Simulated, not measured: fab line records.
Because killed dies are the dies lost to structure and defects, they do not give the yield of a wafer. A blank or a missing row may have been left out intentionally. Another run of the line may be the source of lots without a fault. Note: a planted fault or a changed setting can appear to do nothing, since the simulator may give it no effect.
Comparing a struck lot with a sound one -- flow sky130 -- 17 steps out of a route of 708
Sound: the wafers L347.1, L347.4, L347.5. Struck: wafers L358.3, L358.4, L358.6. Last of all comes the cause.
Order at every step that has rows: each side's tool, ch and its chambers, its first start. Under that, the readings that differ: sound wafers -- struck wafers -- difference of the means -- sigmas: that difference in standard deviations of wafers without a fault.
alike: readings whose means differ by less than 2 such deviations, and words and numbers that are the same on both sides. not compared: withheld readings, readings that some wafer has no value for, bounds like >300 that may hide the same value, and numbers for which the record gives no deviation and whose values overlap.
Wherever a step has rows on one side only, a row that says differs or no value, or a row with sigmas, the two part there. Non-overlapping numbers with no deviation appear without sigmas and do not part them. A reading missing from all wafers of one side parts the sides only when that side holds two or more wafers.

SKY_LOCAL_INTERCONNECT_RS_MEAS_01: a four-point-probe measurement.
  sound: film_metro-04 at day 31 06:15; struck: film_metro-04 at day 34 07:10
  alike: LOCAL_INTERCONNECT_TIN_RS
SKY_LOCAL_INTERCONNECT_THK_MEAS_02: measures by xrf.
  sound: film_metro-04 at day 31 06:22; struck: film_metro-04 at day 34 07:16
reading,sound,struck,difference,sigmas
LOCAL_INTERCONNECT_TIN_THK (nm),102.9 103.0 103.4,100.2 101.2 98.9,-3.0,-2
then, 8 steps without rows for these wafers: SKY_LOCAL_INTERCONNECT_DEHYDRATE_03 (time 60 s); SKY_LOCAL_INTERCONNECT_HMDS_04 (prime time 60 s); SKY_LOCAL_INTERCONNECT_COAT_05 (resist thk 60 nm); SKY_LOCAL_INTERCONNECT_COAT_06 (resist thk 450 nm); SKY_LOCAL_INTERCONNECT_SOFTBAKE_07 (time 90 s); SKY_LOCAL_INTERCONNECT_EXPOSE_08 (exposes mask LI1M, target cd 170 nm); SKY_LOCAL_INTERCONNECT_PEB_09; SKY_LOCAL_INTERCONNECT_DEVELOP_10 (develop time 60 s).
SKY_LOCAL_INTERCONNECT_CD_MEAS_11: the cd target is 170 nm.
  sound: cd_sem-02 at day 32 10:17; struck: cd_sem-02 at day 35 09:26
reading,sound,struck,difference,sigmas
cd_nm (nm),169.8 169.4 171.5,165.7 165.9 166.0,-4.4,-3
SKY_LOCAL_INTERCONNECT_OVL_MEAS_12:
  sound: overlay-01 at day 32 10:25; struck: overlay-01 at day 35 09:32
  alike: LOCAL_INTERCONNECT_OVL
SKY_LOCAL_INTERCONNECT_ETCH_13: etches BARC in N2/H2, stops on SiO2, time 45.9 s, target depth 60 nm.
  sound on rie_metal-03 ch 0,1, day 32 10:26; struck on rie_metal-03 ch 0,1, day 35 09:34
reading,sound,struck,difference,sigmas
oes_product_au (a.u.),0.851 0.856 0.852,0.701 0.707 0.695,-0.152,-31
run_length_s (s),74.0 73.7 73.6,95.0 95.8 95.4,+21.6,+28
throttle_valve_pct (%),13.225 13.218 13.222,13.205 13.209 13.194,-0.019,-2
model.KrF-thick_of_LOCAL_INTERCONNECT_COAT_06.thk_nm (nm),390.1 390.8 389.8,372.7 371.4 371.6,-18.3,
model.LOCAL_INTERCONNECT.cd_nm (nm),168.8 168.6 171.6,162.7 161.8 162.4,-7.4,
model.SiO2_of_SONOS_ONO_CVD_04.thk_nm (nm),4.397 4.375 4.343,3.229 3.058 3.129,-1.233,
  alike: drypump_motor_current_A, n2_flow_sccm
  not compared: rf_hours_counter_h
SKY_LOCAL_INTERCONNECT_METAL_ETCH_14: etches TiN in Cl2/BCl3, stops on PSG, target depth 110 nm, time 31.4 s.
  sound on rie_metal-03 ch 0,1, day 32 10:31; struck on rie_metal-03 ch 0,1, day 35 09:38
reading,sound,struck,difference,sigmas
model.KrF-thick_of_LOCAL_INTERCONNECT_COAT_06.thk_nm (nm),345.6 348.3 345.2,329.5 327.1 327.4,-18.4,
model.LOCAL_INTERCONNECT.cd_nm (nm),169.2 168.2 171.8,162.1 161.9 163.1,-7.4,
  alike: drypump_motor_current_A, oes_product_au, run_length_s, throttle_valve_pct
  not compared: rf_hours_counter_h
SKY_LOCAL_INTERCONNECT_STRIP_15: strips in O2/N2.
  sound on plasma_asher-04 ch 0,1, day 32 10:34; struck on plasma_asher-01 ch 0,1, day 35 09:42
reading,sound,struck,difference,sigmas
oes_product_au (a.u.),0.422 0.428 0.430,0.422 0.415 0.418,-0.008,-2
strip_time_to_endpoint_s (s),4.681 4.715 4.693,4.505 4.497 4.503,-0.195,-9
  alike: drypump_motor_current_A, n2_flow_sccm
  not compared: rf_hours_counter_h
then, 1 step without rows for these wafers: SKY_LOCAL_INTERCONNECT_STRIP_16 (strips in post etch residue remover, time 1200 s).
-- here the record skips 14 days between the struck wafers' starts before and after, leaving off in module LOCAL_INTERCONNECT and picking up in module PAD_OPEN (first step shown: number 708 of the route) --
SKY_PAD_OPEN_PROBE_99:
  sound: prober-02 at day 47 10:40; struck: prober-01 at day 49 15:30
reading,sound,struck,difference,sigmas
model.etest.res_li.line_ohm_um,73.97 74.13 72.64,79.42 78.32 79.49,+5.50,
  alike: killed_at_M0_to_M3, killed_at_M4_up, killed_at_contacts, killed_at_front_end, killed_at_other, killed_dies, killed_open, killed_short

## WHERE THEY PART
Earliest at SKY_LOCAL_INTERCONNECT_THK_MEAS_02; latest, in this record, at SKY_LOCAL_INTERCONNECT_STRIP_15. Later steps at which nothing parts them and some readings are alike: SKY_PAD_OPEN_PROBE_99.

WHY: what had been put in by the simulator
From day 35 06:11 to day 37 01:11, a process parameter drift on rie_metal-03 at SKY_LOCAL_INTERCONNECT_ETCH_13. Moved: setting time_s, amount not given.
